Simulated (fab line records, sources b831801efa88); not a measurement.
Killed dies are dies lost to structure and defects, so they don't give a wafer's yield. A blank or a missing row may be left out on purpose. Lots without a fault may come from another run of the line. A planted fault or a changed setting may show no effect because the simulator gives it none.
One fault seen from 2 desks | flow sky130 | each desk has only its own numbers; what lay behind them comes last

THE METROLOGY DESK
What the gauges read, lot by lot, whatever tool the lot ran on: means of the sampled wafers that have a number. A lot is out of limits, marked OUT, if its mean lies more than 4 standard deviations from the usual mean; the brackets give that distance.
Columns: A = cd_nm at SKY_VT_ADJUST_HVTR_CD_MEAS_07, usual 380.1 nm
lot  | first seen here | A
L690 | day 9 11:28     | 376.2
L692 | day 10 05:59    | 375.1
L695 | day 11 04:43    | 377.8
L696 | day 11 05:02    | 378.3
L698 | day 11 22:01    | 378.2
L699 | day 12 05:47    | 379.1
L700 | day 12 10:35    | 379.5
L701 | day 12 19:05    | 380.8
L705 | day 14 19:25    | 380.1
L708 | day 15 02:05    | 381.4
L709 | day 15 07:12    | 392.0 (+4.6) OUT
L711 | day 16 00:28    | 377.8
L713 | day 16 16:08    | 384.3
This desk's finding: out of limits on L709; first on L709, day 15 07:12 (cd_nm at SKY_VT_ADJUST_HVTR_CD_MEAS_07). In limits: L690, L692, L695, L696, L698, L699, L700, L701, L705, L708, L711, L713.

THE TOOL OWNER'S DESK: litho_track-01
The tool's own readings at SKY_VT_ADJUST_HVTR_DEVELOP_06 (develop time 60 s): means of the sampled wafers that have a number, for each lot that ran on this tool. A lot is out of limits, marked OUT, if its mean lies more than 4 standard deviations from the usual mean; the brackets give that distance.
Columns: A = resist_line_temp_C at SKY_VT_ADJUST_HVTR_DEVELOP_06, usual 23.03 C
lot  | first seen here | A
L690 | day 9 11:19     | 22.85
L695 | day 11 04:34    | 22.84
L701 | day 12 18:56    | 22.95
L705 | day 14 19:16    | 22.92
L709 | day 15 07:03    | 23.13
This desk's finding: nothing out of limits on any of the 5 lots.

PUT TOGETHER
The metrology desk could have raised an alarm at day 15 07:12, on L709.
The tool owner's desk saw nothing out of limits.
The tool owner's desk has L709 on record, within its limits.
Of the lots named, all ran SKY_VT_ADJUST_HVTR_DEVELOP_06 on litho_track-01.

WHAT THE SIMULATOR HAD PUT IN
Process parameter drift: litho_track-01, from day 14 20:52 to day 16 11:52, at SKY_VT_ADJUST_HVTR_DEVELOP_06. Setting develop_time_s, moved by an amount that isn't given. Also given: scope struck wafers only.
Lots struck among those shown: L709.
Hours from the fault's start to each desk's first reading out of limits: the metrology desk, 10.
